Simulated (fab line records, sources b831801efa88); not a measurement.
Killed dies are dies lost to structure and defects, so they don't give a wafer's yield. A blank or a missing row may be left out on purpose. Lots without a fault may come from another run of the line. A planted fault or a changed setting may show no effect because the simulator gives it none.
Which tool did it? | flow sky130 | 12 lots, 36 wafers sampled, at 5 steps of a route of 708

WHAT THE GAUGES READ, wafer by wafer
SKY_VT_ADJUST_LVTN_OVL_MEAS_07. Usual: VT_ADJUST_LVTN_OVL 0.6 nm, standard deviation 1.5.
lot  | measured     | on         | VT_ADJUST_LVTN_OVL (nm) | flag
L963 | day 6 22:37  | overlay-02 | 0.8 0.0 0.0             |
L964 | day 7 05:55  | overlay-02 | 0.8 0.9 2.2             |
L966 | day 7 18:43  | overlay-01 | 0.3 -0.6 -0.6           |
L967 | day 8 01:46  | overlay-01 | 0.8 2.1 1.9             |
L968 | day 8 09:01  | overlay-02 | 1.3 2.2 1.8             |
L969 | day 8 17:04  | overlay-01 | 0.3 -1.4 0.8            |
L970 | day 9 15:25  | overlay-01 | -0.1 2.0 1.7            |
L971 | day 9 18:43  | overlay-02 | 0.5 -0.8 1.8            |
L974 | day 10 05:28 | overlay-01 | -0.8 1.3 1.3            |
L975 | day 10 08:43 | overlay-02 | -0.3 -1.4 -0.5          |
L976 | day 10 14:01 | overlay-01 | 0.5 1.0 0.7             |
L978 | day 11 06:07 | overlay-02 | 0.2 1.8 2.3             |

SKY_VT_ADJUST_LVTN_OVL_MEAS_18. Usual: VT_ADJUST_LVTN_01_OVL -0.7 nm, standard deviation 1.3.
lot  | measured     | on         | VT_ADJUST_LVTN_01_OVL (nm) | flag
L963 | day 7 18:22  | overlay-02 | -1.5 -1.6 -2.2             |
L964 | day 8 02:19  | overlay-02 | 1.3 -0.8 -0.2              |
L966 | day 8 14:58  | overlay-01 | -0.5 -1.2 -2.9             |
L967 | day 8 21:37  | overlay-01 | -1.6 -1.4 0.5              |
L968 | day 9 05:55  | overlay-01 | 1.2 -2.0 1.5               |
L969 | day 9 14:04  | overlay-01 | -1.5 -1.7 -1.4             |
L970 | day 10 13:40 | overlay-02 | -2.4 -1.2 0.5              |
L971 | day 10 17:07 | overlay-02 | -0.6 1.3 -0.4              |
L974 | day 11 04:34 | overlay-02 | -1.3 -0.7 0.5              |
L975 | day 11 08:13 | overlay-02 | 0.0 2.2 -1.7               |
L976 | day 11 13:52 | overlay-01 | -2.8 -2.3 -2.5             |
L978 | day 12 06:19 | overlay-02 | 0.9 0.5 0.2                |

SKY_POLY_GATE_THK_MEAS_21. Usual: POLY_GATE_OXIDATION_THK 4.03 nm, standard deviation 0.061.
lot  | measured     | on            | POLY_GATE_OXIDATION_THK (nm) | flag
L963 | day 16 10:32 | film_metro-03 | 4.11 3.99 4.16               |
L964 | day 16 20:25 | film_metro-03 | 4.01 4.01 4.06               |
L966 | day 17 14:26 | film_metro-02 | 3.92 3.98 4.04               |
L967 | day 17 23:24 | film_metro-02 | 3.98 4.00 4.12               |
L968 | day 18 09:20 | film_metro-02 | 4.08 4.05 3.96               |
L969 | day 18 22:27 | film_metro-01 | 4.03 3.93 3.90               |
L970 | day 20 05:24 | film_metro-03 | 4.01 4.04 3.97               |
L971 | day 20 12:26 | film_metro-03 | 4.04 4.08 4.05               |
L974 | day 21 03:35 | film_metro-03 | 6.64 6.58 6.51               | OFF
L975 | day 21 07:19 | film_metro-02 | 4.10 4.05 4.03               |
L976 | day 21 15:26 | film_metro-01 | 6.73 6.71 6.72               | OFF
L978 | day 22 07:30 | film_metro-01 | 4.03 4.04 3.90               |

WHICH TOOL RAN EACH LOT (tool, then ch and the chambers of the sampled wafers, then the start)
lot  | SKY_GATE_OXIDE_STRIP_13              | SKY_POLY_GATE_OXIDATION_20
L963 | plasma_asher-03 ch 0,1, day 13 21:27 | furnace-02 ch 0, day 16 09:17
L964 | plasma_asher-03 ch 0,1, day 14 04:14 | furnace-02 ch 0, day 16 19:09
L966 | plasma_asher-02 ch 0,1, day 14 20:24 | furnace-02 ch 0, day 17 13:11
L967 | plasma_asher-02 ch 0,1, day 15 05:46 | furnace-01 ch 0, day 17 22:09
L968 | plasma_asher-03 ch 0,1, day 15 15:28 | furnace-02 ch 0, day 18 08:05
L969 | plasma_asher-02 ch 0,1, day 16 04:09 | furnace-01 ch 0, day 18 21:12
L970 | plasma_asher-01 ch 0,1, day 17 07:24 | furnace-01 ch 0, day 20 04:09
L971 | plasma_asher-01 ch 0,1, day 17 13:09 | furnace-01 ch 0, day 20 11:11
L974 | plasma_asher-02 ch 0, day 18 05:18   | furnace-01 ch 0, day 21 00:48
L975 | plasma_asher-01 ch 0,1, day 18 10:32 | furnace-02 ch 0, day 21 06:03
L976 | plasma_asher-03 ch 0, day 18 16:09   | furnace-01 ch 0, day 21 12:45
L978 | plasma_asher-03 ch 1, day 19 08:38   | furnace-02 ch 0, day 22 06:15
- SKY_GATE_OXIDE_STRIP_13: strips in O2/N2.
- SKY_POLY_GATE_OXIDATION_20: stabilise 600 s, purge 300 s, target thk 4 nm.

WHAT THE TOOLS THEMSELVES READ (means of the sampled wafers that have a number; where no wafer has one, the mark that the record gives instead)
SKY_GATE_OXIDE_STRIP_13. Usual: drypump_motor_current_A 5.71 A, standard deviation 0.26; oes_product_au 0.716 a.u., standard deviation 0.0043; strip_time_to_endpoint_s 14.20 s, standard deviation 0.04.
lot  | tool            | drypump_motor_current_A (A) | oes_product_au (a.u.) | strip_time_to_endpoint_s (s) | flag
L963 | plasma_asher-03 | 5.89                        | 0.715                 | 14.16                        |
L964 | plasma_asher-03 | 5.70                        | 0.716                 | 14.26                        |
L966 | plasma_asher-02 | 5.55                        | 0.713                 | 14.16                        |
L967 | plasma_asher-02 | 5.54                        | 0.721                 | 14.22                        |
L968 | plasma_asher-03 | 5.70                        | 0.716                 | 14.18                        |
L969 | plasma_asher-02 | 5.54                        | 0.712                 | 14.24                        |
L970 | plasma_asher-01 | 5.83                        | 0.717                 | 14.19                        |
L971 | plasma_asher-01 | 5.81                        | 0.715                 | 14.19                        |
L974 | plasma_asher-02 | 5.45                        | 0.720                 | 14.17                        |
L975 | plasma_asher-01 | 5.63                        | 0.713                 | 14.25                        |
L976 | plasma_asher-03 | 6.04                        | 0.719                 | 14.21                        |
L978 | plasma_asher-03 | 5.54                        | 0.715                 | 14.16                        |

SKY_POLY_GATE_OXIDATION_20. Usual: ox_temp_c 850.0 C, standard deviation 0.4; ox_temp_c_max 855.7, standard deviation 1.1; spike_tc_centre_C 851.2 C, standard deviation 1.6.
lot  | tool       | ox_temp_c (C) | ox_temp_c_max | spike_tc_centre_C (C) | flag
L963 | furnace-02 | 850.1         | 854.9         | 851.5                 |
L964 | furnace-02 | 850.2         | 855.7         | 853.2                 |
L966 | furnace-02 | 850.2         | 855.2         | 852.6                 |
L967 | furnace-01 | 850.2         | 856.9         | 849.6                 |
L968 | furnace-02 | 850.0         | 854.5         | 852.5                 |
L969 | furnace-01 | 849.7         | 855.5         | 848.9                 |
L970 | furnace-01 | 850.0         | 855.4         | 850.3                 |
L971 | furnace-01 | 850.3         | 857.1         | 849.8                 |
L974 | furnace-01 | 849.9         | 857.0         | 850.2                 |
L975 | furnace-02 | 850.5         | 855.1         | 852.6                 |
L976 | furnace-01 | 849.8         | 856.2         | 850.0                 |
L978 | furnace-02 | 849.9         | 854.9         | 852.3                 |

THE ANSWER, worked out from the rows above alone
Rule: a lot is off if the mean of its wafers that have a number lies more than 3 standard deviations from the usual mean. A lot without any number at a reading at which 4 lots or more have one is off too. The other lots that the step has rows for count as sound. The gauges are gone through in route order, then the tools' own readings, and for those a lot's mean is taken as printed above. The first step at which some lot is off is used, and at that step the reading that is off furthest; a lot without a number counts as furthest.
Off: L974, L976, at SKY_POLY_GATE_THK_MEAS_21 (POLY_GATE_OXIDATION_THK).
A tool fits if, at a process step before that reading, it ran every lot that is off, and no sound lot after the first of them. The gauges at SKY_POLY_GATE_THK_MEAS_21 are tried like those tools. One fits: furnace-01 at SKY_POLY_GATE_OXIDATION_20. Its last sound lot is L971 (day 20 11:11), its first lot that is off L974 (day 21 00:48): a fault that began between those two fits.

WHAT THE SIMULATOR HAD PUT IN
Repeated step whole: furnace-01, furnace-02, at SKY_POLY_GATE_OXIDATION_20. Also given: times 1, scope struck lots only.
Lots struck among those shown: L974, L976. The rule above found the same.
